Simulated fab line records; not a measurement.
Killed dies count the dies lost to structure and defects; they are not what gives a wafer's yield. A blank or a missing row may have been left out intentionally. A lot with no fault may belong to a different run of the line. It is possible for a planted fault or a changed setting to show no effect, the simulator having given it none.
fab line records	flow sky130
record: lots: 7	wafers: 21	last-day: 50
route steps=708 shown FIELD_ISO@1
lots that met no fault: from a run of the same line without faults
start-h: hours from the record's first day to the start of the lot's first wafer shown	wait-h: hours from the lot's prior step to this one	" identical to the entry in the row above	L1.1+2: several wafers, shown together as one row	- no value present, or no start provided	* or withheld: withheld	< > ~ a bound
route shown NAME@n: names a module that has steps shown in the file, with the first one's number in the route	usual: mean and standard deviation over wafers with no fault	same: alike in all rows	chamber/n: place in a boat	sites: per-site readings	_std_site: standard deviation across them	_edge_site: the outer-site mean with the inner-site mean subtracted	radius-mm: how far each site lies from the wafer's centre	mask NAME#n: copy n	behind: tool/chamber where the wafer was last shaped	hold: why the lot went on hold/how many hours it stayed there/how the hold came to an end	device: the n, p or np transistor that did not switch	end of line: the route-end tests of the same wafers	a step given without rows: its recipe and nothing more	killed: not the wafer's yield, but the dies lost to structure and defects at the first sort	map: the dies of a wafer, with x for killed, . for not killed, _ for no die there
set.NAME: the run value of the setting; set.NAME@STEP: its run value at that earlier step	model.NAME: the simulator's own value behind a step, which no gauge read
certain route steps with their lots: each step a table, each wafer a row
== steps ==
step: SKY_FIELD_ISO_BOW_MEAS_00
recipe: mode: bow
usual: INCOMING_BOW: -1/6.9
lot.wafer	tool	chamber	start-h	wait-h	INCOMING_BOW[um]
L127.1	film-metro-04	-	15.00	-	11
L127.2	"	-	"	"	4
L127.4	"	-	"	"	-10
L135.2	film-metro-01	-	55.02	-	3
L135.4	"	-	"	"	-7
L135.5	"	-	"	"	-3
L136.1	film-metro-04	-	60.00	-	-9
L136.5	"	-	"	"	-7
L136.6	"	-	"	"	-7
L137.3	film-metro-01	-	65.04	-	1
L137.5	"	-	"	"	0
L137.6	"	-	"	"	8
L144.2	film-metro-02	-	100.02	-	1
L144.3	"	-	"	"	0
L144.4	"	-	"	"	3
L146.3	film-metro-04	-	110.04	-	-1
L146.4	"	-	"	"	-5
L146.6	"	-	"	"	-3
L148.1	film-metro-01	-	120.00	-	4
L148.2	"	-	"	"	12
L148.6	"	-	"	"	-7
step: SKY_FIELD_ISO_OXIDATION_01
recipe: temp-c: 900	ambient: O2	stabilise-s: 600	purge-s: 300	target-thk-a: 120	ox-time-s: 1843
step: SKY_FIELD_ISO_THK_MEAS_02
recipe: reads: SiO2_of_FIELD_ISO_OXIDATION_01
usual: FIELD_ISO_OXIDATION_00_THK: 12.07/0.23
lot.wafer	tool	chamber	start-h	wait-h	FIELD_ISO_OXIDATION_00_THK[nm]
L127.1	film-metro-02	-	16.63	0.0	12.09
L127.2	"	-	"	"	11.90
L127.4	"	-	"	"	12.03
L135.2	film-metro-04	-	56.64	0.0	12.04
L135.4	"	-	"	"	11.97
L135.5	"	-	"	"	11.85
L136.1	film-metro-02	-	61.63	0.0	12.17
L136.5	"	-	"	"	11.84
L136.6	"	-	"	"	11.94
L137.3	film-metro-02	-	66.65	0.0	11.97
L137.5	"	-	"	"	11.91
L137.6	"	-	"	"	11.81
L144.2	film-metro-04	-	101.64	0.0	12.17
L144.3	"	-	"	"	12.33
L144.4	"	-	"	"	12.32
L146.3	film-metro-02	-	112.78	0.0	12.22
L146.4	"	-	"	"	12.40
L146.6	"	-	"	"	12.23
L148.1	film-metro-01	-	121.64	0.0	12.38
L148.2	"	-	"	"	12.44
L148.6	"	-	"	"	12.16
step: SKY_FIELD_ISO_CVD_03
recipe: material: Si3N4	precursor: DCS/NH3	target-thk-nm: 165	temp-c: 770	time-s: 2830	pressure-mtorr: 250
step: SKY_FIELD_ISO_THK_MEAS_04
recipe: reads: Si3N4_of_FIELD_ISO_CVD_03
usual: FIELD_ISO_CVD_03_THK: 165.6/1.4
lot.wafer	tool	chamber	start-h	wait-h	FIELD_ISO_CVD_03_THK[nm]
L127.1	film-metro-04	-	18.48	0.0	163.8
L127.2	"	-	"	"	163.5
L127.4	"	-	"	"	163.4
L135.2	film-metro-01	-	58.49	0.0	164.5
L135.4	"	-	"	"	164.3
L135.5	"	-	"	"	165.2
L136.1	film-metro-01	-	63.48	0.0	164.6
L136.5	"	-	"	"	165.4
L136.6	"	-	"	"	166.0
L137.3	film-metro-02	-	68.74	0.0	163.3
L137.5	"	-	"	"	163.6
L137.6	"	-	"	"	164.1
L144.2	film-metro-01	-	104.10	0.0	166.2
L144.3	"	-	"	"	167.0
L144.4	"	-	"	"	166.8
L146.3	film-metro-04	-	114.62	0.0	165.4
L146.4	"	-	"	"	165.8
L146.6	"	-	"	"	165.7
L148.1	film-metro-01	-	123.98	0.0	166.6
L148.2	"	-	"	"	167.0
L148.6	"	-	"	"	166.1
step: SKY_FIELD_ISO_DEHYDRATE_05
recipe: temp-c: 200	time-s: 60
step: SKY_FIELD_ISO_HMDS_06
recipe: prime-time-s: 60	prime-temp-c: 120
step: SKY_FIELD_ISO_COAT_07
recipe: resist: BARC	temp-c: withheld	time-s: withheld	spin-rpm: 3000	resist-thk-nm: 60
step: SKY_FIELD_ISO_COAT_08
recipe: resist: KrF-thick	spin-rpm: 3000	resist-thk-nm: 450
step: SKY_FIELD_ISO_SOFTBAKE_09
recipe: temp-c: 100	time-s: 90	resist: KrF-thick
step: SKY_FIELD_ISO_EXPOSE_10
recipe: mask-id: FOM	na: 0.68	source-shape: annular	sigma-inner: 0.4	sigma-outer: 0.8	target-cd-nm: 150	dose-mj: 28
step: SKY_FIELD_ISO_PEB_11
recipe: peb-temp-c: withheld	peb-time-s: withheld	resist: KrF-thick
usual: chill-plate-temp-C: *	exhaust-pa: 45.1/0.84
lot.wafer	tool	chamber	start-h	wait-h	chill-plate-temp-C	exhaust-pa
L127.1	litho-track-01	0	32	-	*	44.7
L127.2	"	0	"	"	*	44.5
L127.4	"	0	"	"	*	45.5
L135.2	litho-track-01	-	74	-	-	-
L135.4	"	-	"	"	-	-
L135.5	"	-	75	-	-	-
L136.1	litho-track-01	-	78	-	-	-
L136.5	"	-	"	"	-	-
L136.6	"	-	"	"	-	-
L137.3	litho-track-03	-	84	-	-	-
L137.5	"	-	"	"	-	-
L137.6	"	-	"	"	-	-
L144.2	litho-track-03	0	122	-	*	46.3
L144.3	"	0	"	"	*	45.2
L144.4	"	0	"	"	*	45.8
L146.3	litho-track-01	0	132	-	*	45.3
L146.4	"	0	"	"	*	43.8
L146.6	"	0	"	"	*	45.6
L148.1	litho-track-01	0	142	-	*	44.3
L148.2	"	0	"	"	*	44.4
L148.6	"	0	"	"	*	44.0
step: SKY_FIELD_ISO_DEVELOP_12
recipe: develop-time-s: 60	resist: KrF-thick	dev-temp-c: 21
== key ==
first-sign: step: SKY_FIELD_ISO_PEB_11	reading: tool-record	direction: missing
effect none on later readings
met-at SKY_FIELD_ISO_PEB_11
struck-wafers L135.2,L135.4,L135.5,L136.1,L136.5,L136.6,L137.3,L137.5,L137.6
later-rows-left-out L135.2,L135.4,L135.5,L136.1,L136.5,L136.6,L137.3,L137.5,L137.6
sort-left-out L135.2,L135.4,L135.5,L136.1,L136.5,L136.6,L137.3,L137.5,L137.6
tester-left-out L135,L136,L137
onset-between 32 74
fault: kind: skipped-step-whole	tool: litho-track-01,litho-track-03	chamber: -	onset-h: 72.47	steps: SKY_FIELD_ISO_PEB_11	scope: struck-lots-only
tester-left-out: of these lots the tester's yield and bins aren't shown, on N5 and GAA mostly nor the transistor test; their killed dies are dies lost to structure and defects alone, not to doping, threshold or leakage, so they don't give the yield
sort-left-out: the simulated sort isn't trusted on such a fault, so these wafers' sort isn't shown, and their yield isn't known
later-rows-left-out: the simulator's readings of these wafers behind a module that went badly wrong aren't trusted and aren't shown, but for the sort
